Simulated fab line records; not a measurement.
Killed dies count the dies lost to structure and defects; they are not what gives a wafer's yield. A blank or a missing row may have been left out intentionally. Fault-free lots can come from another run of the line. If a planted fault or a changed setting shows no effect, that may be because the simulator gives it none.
Matching of chambers | flow sky130 | SKY_VIA1_ETCH_14 on rie-diel-01 has 4 sister chambers
The step etches BARC in N2/H2, stops on SiO2, time 45.9 s, target depth 60 nm. 8 wafers are shown with their chamber, then 8 later ones without.

EACH WAFER AND ITS CHAMBER
wafer  | chamber | drypump-motor-current-A (A) | throttle-valve-pct (%)
L863.1 | 0       | 5.7                         | 13.225
L863.2 | 2       | 5.6                         | 13.235
L862.2 | 3       | 4.9                         | 13.239
L862.6 | 2       | 5.6                         | 13.220
L867.2 | 0       | 5.6                         | 13.236
L867.4 | 3       | 4.9                         | 13.203
L867.5 | 1       | 6.3                         | 13.227
L875.1 | 1       | 6.3                         | 13.217

WAFERS WHOSE CHAMBER IS MISSING
wafer  | drypump-motor-current-A (A) | throttle-valve-pct (%)
L875.4 | 5.5                         | 13.227
L875.6 | 6.4                         | 13.229
L878.3 | 5.5                         | 13.232
L878.4 | 4.9                         | 13.215
L878.6 | 5.6                         | 13.221
L880.3 | 5.7                         | 13.223
L880.5 | 5.6                         | 13.212
L880.6 | 4.9                         | 13.212

CHAMBER TAKEN BY EACH
wafer  | from the rows above     | in truth
L875.4 | can't be placed: 2 or 0 | 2
L875.6 | 1                       | 1
L878.3 | can't be placed: 2 or 0 | 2
L878.4 | 3                       | 3
L878.6 | can't be placed: 2 or 0 | 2
L880.3 | can't be placed: 0 or 2 | 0
L880.5 | can't be placed: 2 or 0 | 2
L880.6 | 3                       | 3
Placed correctly: 3 of 8. These rows do not allow placing 5 (true chamber among the candidates in 5). 0 placed wrongly.
How it was worked out, from the rows above alone: a wafer's distance from a chamber is the root of the sum, over the readings, of the square of ((its reading less the chamber's mean) divided by the reading's scatter). The wafer belongs to the nearest chamber; if the next one is less than 2 further off, it can't be placed. Each chamber's mean is taken over the wafers shown for it. How the scatter is found: for the shown wafers, subtract from each reading the mean of its chamber, square and add these, divide the total by (wafers less chambers), then take the root.
